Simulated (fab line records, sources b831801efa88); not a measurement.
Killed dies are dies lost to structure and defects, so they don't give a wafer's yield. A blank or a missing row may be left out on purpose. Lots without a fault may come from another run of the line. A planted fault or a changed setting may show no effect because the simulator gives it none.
A struck lot beside a sound one | flow sky130 | 13 steps out of a route of 708
Sound: wafers L470.2, L470.3, L470.6. Struck: wafers L482.2, L482.4, L482.5. The cause comes at the end.
At each step with rows: each side's tool, then ch and its chambers, then its first start. Under that, the readings that differ: sound wafers | struck wafers | difference of the means | sigmas: that difference in standard deviations of wafers without a fault.
alike: readings whose means differ by less than 2 such deviations, and words and numbers that are the same on both sides. not compared: withheld readings, readings that some wafer has no value for, bounds like >300 that may hide the same value, and numbers for which the record gives no deviation and whose values overlap.
The two part at a step that has a row with sigmas, a row that says differs or no value, or rows on one side only. Numbers that don't overlap but have no deviation are shown without sigmas and don't part them. A reading that every wafer of one side lacks parts them only if that side has two wafers or more.

first, 2 steps without rows for these wafers: SKY_VIA4_PEB_09; SKY_VIA4_DEVELOP_10 (develop time 60 s).
SKY_VIA4_OVL_MEAS_11:
  sound on overlay-01, day 44 19:17; struck on overlay-02, day 47 23:58
  alike: VIA4_OVL
SKY_VIA4_ETCH_12: etches SiO2 in C4F8/O2/Ar, stops on TiN, target depth 580 nm.
  sound on rie_diel-04 ch 0,1,3, day 44 19:19; struck on rie_diel-02 ch 1,3, day 48 00:00
  alike: chamber_pressure_mTorr, oes_product_au
SKY_VIA4_STRIP_13: strips in O2/N2.
  sound on plasma_asher-03 ch 1, day 44 19:23; struck on plasma_asher-04 ch 0,1, day 48 00:04
  alike: chamber_pressure_mTorr, drypump_motor_current_A, o2_flow_sccm, oes_product_au, strip_time_to_endpoint_s
  not compared: rf_hours_counter_h
then, 3 steps without rows for these wafers: SKY_VIA4_STRIP_14 (strips in post etch residue remover, time 1200 s); SKY_VIA4_CLEAN_15 (cleans in IPA, time 180 s); SKY_VIA4_CLEAN_16 (cleans in O3/DIW).
SKY_VIA4_SPUTTER_17: material TiN, target thk 20 nm, time 80 s.
  sound on pvd_sputter-02, day 44 20:02; struck on pvd_sputter-04, day 48 00:43
  alike: throttle_valve_pct
SKY_VIA4_CVD_18: deposits W, target thk 505 nm, time 152.14 s.
  sound on cvd_w-01 ch 0,1, day 44 20:06; struck on cvd_w-01 ch 1, day 48 00:47
  alike: heater_power_w
SKY_VIA4_RS_MEAS_19: measures by four-point-probe.
  sound on film_metro-02, day 44 20:16; struck on film_metro-02, day 48 00:57
  alike: VIA4_W_RS
SKY_VIA4_THK_MEAS_20: measures by xrf.
  sound on film_metro-02, day 44 20:23; struck on film_metro-02, day 48 01:04
  alike: VIA4_W_THK
SKY_VIA4_CMP_21: polishes, stops on SiO2, t overpolish 25 s, target thk 0 nm.
  sound on cmp-02 ch 1,2,3, day 44 20:26; struck on cmp-02 ch 0,3, day 48 01:31
  no value came back on the struck wafers for any of 6 readings (edge_zone_pressure_frac, head_pressure_psi (psi) and others); on the sound wafers edge_zone_pressure_frac reads 1.001 1.002 1.011
  reading                                  | sound             | struck            | difference | sigmas
  model.W_of_VIA4_CVD_18.thk_nm (nm)       | 0 0 0             | 512.3 510.6 519.1 | +514.0     |
  model.SiO2_of_VIA4_HDPCVD_00.thk_nm (nm) | 574.7 575.3 573.4 | 580.2 579.8 580.3 | +5.6       |

WHERE THEY PART
Only at SKY_VIA4_CMP_21, within this record.

WHY: what the simulator had put in
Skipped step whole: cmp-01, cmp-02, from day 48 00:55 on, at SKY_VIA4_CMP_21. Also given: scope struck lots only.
